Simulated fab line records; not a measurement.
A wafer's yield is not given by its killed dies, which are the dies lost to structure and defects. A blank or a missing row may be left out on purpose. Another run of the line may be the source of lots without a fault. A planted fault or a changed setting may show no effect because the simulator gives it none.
Matching of chambers :: flow gf180mcu :: GF_V2_CVD_02 on pecvd-01 has 3 sister chambers
The step deposits SiO2 from TEOS, target thk 850 nm, time 94.851 s. 3 wafers are shown with their chamber, then 7 later ones without.

WAFERS PAIRED WITH THEIR CHAMBERS
wafer: L086.4
chamber: 0
heater-power-w (W): 676

wafer: L087.2
chamber: 1
heater-power-w (W): 786

wafer: L087.3
chamber: 2
heater-power-w (W): 567

WAFERS WITH NO CHAMBER GIVEN
wafer: L087.6
heater-power-w (W): 580

wafer: L090.1
heater-power-w (W): 611

wafer: L090.2
heater-power-w (W): 578

wafer: L090.5
heater-power-w (W): 452

wafer: L091.4
heater-power-w (W): 579

wafer: L091.5
heater-power-w (W): 552

wafer: L091.6
heater-power-w (W): 620

WHICH CHAMBER EACH WENT THROUGH
wafer: L087.6
from the rows above: can't be placed: 2 or 0
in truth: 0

wafer: L090.1
from the rows above: can't be placed: 2 or 0
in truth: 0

wafer: L090.2
from the rows above: can't be placed: 2 or 0
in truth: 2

wafer: L090.5
from the rows above: 2
in truth: 2

wafer: L091.4
from the rows above: can't be placed: 2 or 0
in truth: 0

wafer: L091.5
from the rows above: 2
in truth: 2

wafer: L091.6
from the rows above: can't be placed: 2 or 0
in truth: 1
Correctly placed: 2 of 7. Cannot be placed on the basis of these rows: 5; the candidates contain the true chamber in 4. Number placed wrongly: 0.
How it was worked out, from the rows above alone: a wafer's distance from a chamber is the root of the sum, over the readings, of the square of ((its reading less the chamber's mean) divided by the reading's scatter). The wafer belongs to the nearest chamber; if the next one is less than 2 further off, it can't be placed. For every chamber, the mean is computed from those of its wafers that are shown. The scatter: root of mean squared gap, hidden wafer to nearest shown wafer, with one shown wafer a chamber.
